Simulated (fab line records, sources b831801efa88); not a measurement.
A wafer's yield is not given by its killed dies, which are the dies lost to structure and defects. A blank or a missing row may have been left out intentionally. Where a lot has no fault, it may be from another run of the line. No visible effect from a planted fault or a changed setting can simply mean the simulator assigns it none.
A lot that was struck, set against a sound lot || flow sky130 || 16 steps out of a route of 708
Sound: the wafers L814.1, L814.5, L814.6. The struck wafers were L809.2, L809.3, L809.6. The cause is named last.
Each step with rows lists, per side, the tool, then ch with its chambers, then its first start. Under that, the readings that differ: sound wafers || struck wafers || difference of the means || sigmas: that difference in standard deviations of wafers without a fault.
alike: same words and numbers on both sides, and readings whose means sit less than 2 such deviations apart. not compared: any withheld reading, any reading some wafer has no value for, any bound like >300 that may hide the same value, and any number with overlapping values for which the record gives no deviation.
A row with sigmas, a row that says differs or no value, or rows on one side alone: a step with any of these is where the two part. When numbers do not overlap yet have no deviation, they are printed without sigmas and do not part them. A reading missing from all wafers of one side parts the sides only when that side holds two or more wafers.

first, 3 steps without rows for these wafers: SKY_METAL2_EXPOSE_12 (exposes mask MM2, target cd 140 nm); SKY_METAL2_PEB_13; SKY_METAL2_DEVELOP_14 (develop time 60 s).
SKY_METAL2_CD_MEAS_15: the cd target is 140 nm.
  struck on cdSem-01, day 39 20:47; sound on cdSem-01, day 41 15:31
{"reading": "cdNm (nm)", "sound": "137.4 137.0 137.8", "struck": "142.7 143.4 141.7", "difference": "+5.2", "sigmas": "+4"}
SKY_METAL2_OVL_MEAS_16:
  struck on overlay-02, day 39 20:53; sound on overlay-02, day 41 15:38
  alike: METAL2_OVL
SKY_METAL2_DESCUM_17: chemistry O2, time 8 s.
  sound on rieMetal-02 ch 0,1, day 41 15:41; struck on rieMetal-01 ch 1, day 39 20:55
{"reading": "drypumpMotorCurrentA (A)", "sound": "4.9 4.9 5.1", "struck": "5.7 5.7 5.7", "difference": "+0.7", "sigmas": "+2"}
  alike: oesProductAu
  not compared: rfHoursCounterH
SKY_METAL2_ETCH_18: etches BARC in N2/H2, stops on SiO2, time 45.9 s, target depth 60 nm.
  sound on rieMetal-02 ch 0,1, day 41 15:43; struck on rieMetal-01 ch 1, day 39 20:57
{"reading": "drypumpMotorCurrentA (A)", "sound": "4.9 4.9 5.1", "struck": "5.7 5.7 5.7", "difference": "+0.7", "sigmas": "+2"}
  alike: oesProductAu, throttleValvePct
  not compared: rfHoursCounterH
SKY_METAL2_METAL_ETCH_19: etches the open film in Cl2/BCl3, stops on SiO2, target depth 360 nm, time 78 s.
  sound on rieMetal-02 ch 0,1, day 41 15:47; struck on rieMetal-01 ch 1, day 39 21:01
{"reading": "drypumpMotorCurrentA (A)", "sound": "4.9 4.9 5.1", "struck": "5.7 5.7 5.7", "difference": "+0.7", "sigmas": "+2"}
  alike: oesProductAu, throttleValvePct
  not compared: rfHoursCounterH
SKY_METAL2_STRIP_20: strips in O2/N2.
  sound on plasmaAsher-01 ch 0,1, day 41 15:52; struck on plasmaAsher-01 ch 0,1, day 39 21:06
  alike: drypumpMotorCurrentA, oesProductAu, stripTimeToEndpointS
  not compared: rfHoursCounterH
then, 3 steps without rows for these wafers: SKY_METAL2_STRIP_21 (strips in post etch residue remover, time 1200 s); SKY_METAL2_CLEAN_22 (cleans in IPA, time 180 s); SKY_METAL2_CLEAN_23 (cleans in O3/DIW).
SKY_VIA2_HDPCVD_00: deposits SiO2, target thk 1180 nm, time 196.7 s.
  sound on hdpcvd-01 ch 0,1, day 41 16:53; struck on hdpcvd-02 ch 1,2, day 39 21:44
{"reading": "model.SiO2_of_VIA2_HDPCVD_00.thkNm (nm)", "sound": "1203 1178 1187", "struck": "784.9 773.5 773.9", "difference": -411.9, "sigmas": ""}
  alike: sih4FlowSccm
SKY_VIA2_THK_MEAS_01:
  struck on filmMetro-01, day 39 21:52; sound on filmMetro-03, day 41 17:01
{"reading": "VIA2_HDPCVD_THK (nm)", "sound": "1203 1179 1188", "struck": "785 773 774", "difference": -413, "sigmas": -38}
SKY_VIA2_CMP_02: polishes SiO2.
  sound on cmp-02 ch 0,3, day 41 17:08; struck on cmp-01 ch 0,3, day 39 21:55
  alike: motorCurrentA, platenRpm
-- the record jumps here: 10 days lie between the struck wafers' starts before and after (it left off in module VIA2 and takes up again in module PAD_OPEN, whose first step shown is number 708 of the route) --
SKY_PAD_OPEN_PROBE_99:
  struck on prober-02, day 49 10:12; sound on prober-01, day 50 15:20
{"reading": "model.etest.met3Comb.leakLog10AUm", "sound": "-11.92 -11.92 -12.12", "struck": "-10.9 -10.5 -10.29", "difference": "+1.4", "sigmas": ""}
  alike: defectLimitedYield, killed_at_M0_to_M3, killed_at_M4_up, killedAtContacts, killedAtFrontEnd, killedAtOther, killedDies, killedOpen, killedShort
  not compared: model.etest.tester.sort_bin_3_pct, model.etest.tester.sort_bin_8_pct

== WHERE THEY PART ==
At SKY_METAL2_CD_MEAS_15 first; at SKY_VIA2_THK_MEAS_01 last (within this record only). Later steps at which nothing parts them and some readings are alike: SKY_VIA2_CMP_02, SKY_PAD_OPEN_PROBE_99.

WHY: what had been put in by the simulator
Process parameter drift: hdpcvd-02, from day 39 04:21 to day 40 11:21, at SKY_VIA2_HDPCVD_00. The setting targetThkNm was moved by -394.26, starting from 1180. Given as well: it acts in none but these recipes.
